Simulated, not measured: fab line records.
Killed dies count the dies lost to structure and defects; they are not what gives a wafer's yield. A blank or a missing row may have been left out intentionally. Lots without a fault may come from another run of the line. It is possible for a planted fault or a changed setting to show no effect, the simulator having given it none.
Comparing a struck lot with a sound one -- flow sky130 -- 28 out of 708 route steps
Sound: the wafers L644.2, L644.4, L644.5. Struck: wafer L639.4 (left out: L639.2, L639.6 of the same lot, which were not struck); the cause appears at the end.
Per side, at each step with rows, come the tool, then ch with its chambers, and then its first start. Under that, the readings that differ: sound wafers -- struck wafers -- difference of the means -- sigmas: that difference in standard deviations of wafers without a fault.
alike: readings with means less than 2 such deviations apart, plus words and numbers identical on both sides. not compared: withheld readings, readings lacking a value on some wafer, bounds such as >300 that could conceal the same value, and numbers that have no deviation in the record and whose values overlap.
Wherever a step has rows on one side only, a row that says differs or no value, or a row with sigmas, the two part there. Numbers that have no deviation but don't overlap get no sigmas and don't part them. Lack of a reading on every wafer of one side parts them only where that side has two or more wafers.

first, 1 step without rows for these wafers: SKY_VIA4_ETCH_12 (etches SiO2 in C4F8/O2/Ar, stops on TiN, target depth 580 nm).
SKY_VIA4_STRIP_13: strips in O2/N2.
  sound on plasma_asher-02 ch 0,1, day 48 15:26; struck on plasma_asher-04 ch 0, day 47 13:47
  alike: drypump_motor_current_A, oes_product_au, strip_time_to_endpoint_s
  not compared: rf_hours_counter_h
then, 4 steps without rows for these wafers: SKY_VIA4_STRIP_14 (strips in post etch residue remover, time 1200 s); SKY_VIA4_CLEAN_15 (cleans in IPA, time 180 s); SKY_VIA4_CLEAN_16 (cleans in O3/DIW); SKY_VIA4_SPUTTER_17 (material TiN, target thk 20 nm, time 80 s).
SKY_VIA4_CVD_18: deposits W, target thk 505 nm, time 152.14 s.
  sound on cvd_w-01 ch 1, day 48 16:06; struck on cvd_w-01 ch 1, day 47 14:40
  alike: heater_power_outer_w, heater_power_w
SKY_VIA4_RS_MEAS_19: a four-point-probe measurement.
  sound on film_metro-03 at day 48 16:16; struck on film_metro-03 at day 47 14:50
  alike: VIA4_W_RS
SKY_VIA4_THK_MEAS_20: measures by xrf.
  sound on film_metro-03 at day 48 16:23; struck on film_metro-03 at day 47 14:56
  alike: VIA4_W_THK
then, 2 steps without rows for these wafers: SKY_VIA4_CMP_21 (polishes, stops on SiO2, t overpolish 25 s, target thk 0 nm); SKY_METAL5_SPUTTER_00 (material Ti, target thk 15 nm, time 10 s).
SKY_METAL5_SPUTTER_01: material TiN, target thk 20 nm, time 16.7 s.
  sound on pvd_sputter-01 at day 48 16:46; struck on pvd_sputter-03 at day 47 15:20
  alike: throttle_valve_pct
SKY_METAL5_SPUTTER_02: material AlCu, target thk 1150 nm, time 61.2 s.
  sound on pvd_sputter-01 at day 48 16:47; struck on pvd_sputter-03 at day 47 15:22
reading,sound,struck,difference,sigmas
model.AlCu_of_METAL5_SPUTTER_02.thk_nm (nm),1165 1166 1154,1085,-77,
  alike: throttle_valve_pct
then, 1 step without rows for these wafers: SKY_METAL5_SPUTTER_03 (material Ti, target thk 5 nm, time 3.3 s).
SKY_METAL5_SPUTTER_04: material TiN, target thk 70 nm, time 58.3 s.
  sound on pvd_sputter-01 at day 48 16:51; struck on pvd_sputter-03 at day 47 15:26
  alike: throttle_valve_pct
SKY_METAL5_RS_MEAS_05: a four-point-probe measurement.
  sound on film_metro-02 at day 48 16:55; struck on film_metro-04 at day 47 15:30
reading,sound,struck,difference,sigmas
METAL5_ALCU_RS (ohm/sq),0.0267 0.0267 0.0270,0.0287,+0.0019,+6
SKY_METAL5_THK_MEAS_06: measures by xrf.
  sound on film_metro-02 at day 48 17:02; struck on film_metro-04 at day 47 15:37
reading,sound,struck,difference,sigmas
METAL5_ALCU_THK (nm),1169 1169 1150,1073,-90,-6
then, 8 steps without rows for these wafers: SKY_METAL5_DEHYDRATE_07 (time 60 s); SKY_METAL5_HMDS_08 (prime time 60 s); SKY_METAL5_COAT_09 (resist thk 1800 nm); SKY_METAL5_SOFTBAKE_10 (time 60 s); SKY_METAL5_EXPOSE_11 (exposes mask MM5, target cd 1600 nm); SKY_METAL5_PEB_12; SKY_METAL5_DEVELOP_13 (develop time 60 s); SKY_METAL5_DESCUM_14 (chemistry O2, time 11 s).
SKY_METAL5_METAL_ETCH_15: etches the open film in Cl2/BCl3, stops on SiO2, target depth 1260 nm, time 252 s.
  sound on rie_metal-04 ch 0, day 49 10:40; struck on rie_metal-04 ch 0, day 48 10:10
reading,sound,struck,difference,sigmas
oes_product_au (a.u.),0.897 0.903 0.897,0.875,-0.024,-5
  alike: drypump_motor_current_A, throttle_valve_pct
  not compared: rf_hours_counter_h
SKY_METAL5_STRIP_16: strips in O2/N2.
  sound on plasma_asher-02 ch 0, day 49 10:53; struck on plasma_asher-04 ch 0, day 48 10:23
  alike: drypump_motor_current_A, oes_product_au, strip_time_to_endpoint_s
  not compared: rf_hours_counter_h
SKY_PAD_OPEN_PROBE_99:
  sound on prober-01 at day 50 22:15; struck on prober-01 at day 50 02:20
reading,sound,struck,difference,sigmas
killed_at_M0_to_M3,40 48 47,64,+19,+3
model.etest.met5.rs_ohm_sq,0.02677 0.02724 0.02705,0.02897,+0.00195,
model.etest.met5.line_ohm_um,0.01679 0.01712 0.01696,0.01816,+0.00120,
  alike: defect_limited_yield, killed_at_M4_up, killed_at_contacts, killed_at_front_end, killed_at_other, killed_dies, killed_open, killed_short, sort_bin_3_pad_short, sort_bin_5_function, sort_bin_6_memory, sort_n_pass, sort_yield_pct

WHERE THEY PART
Last at SKY_PAD_OPEN_PROBE_99 as far as this record goes, first at SKY_METAL5_RS_MEAS_05.

WHY: what the simulator had put in
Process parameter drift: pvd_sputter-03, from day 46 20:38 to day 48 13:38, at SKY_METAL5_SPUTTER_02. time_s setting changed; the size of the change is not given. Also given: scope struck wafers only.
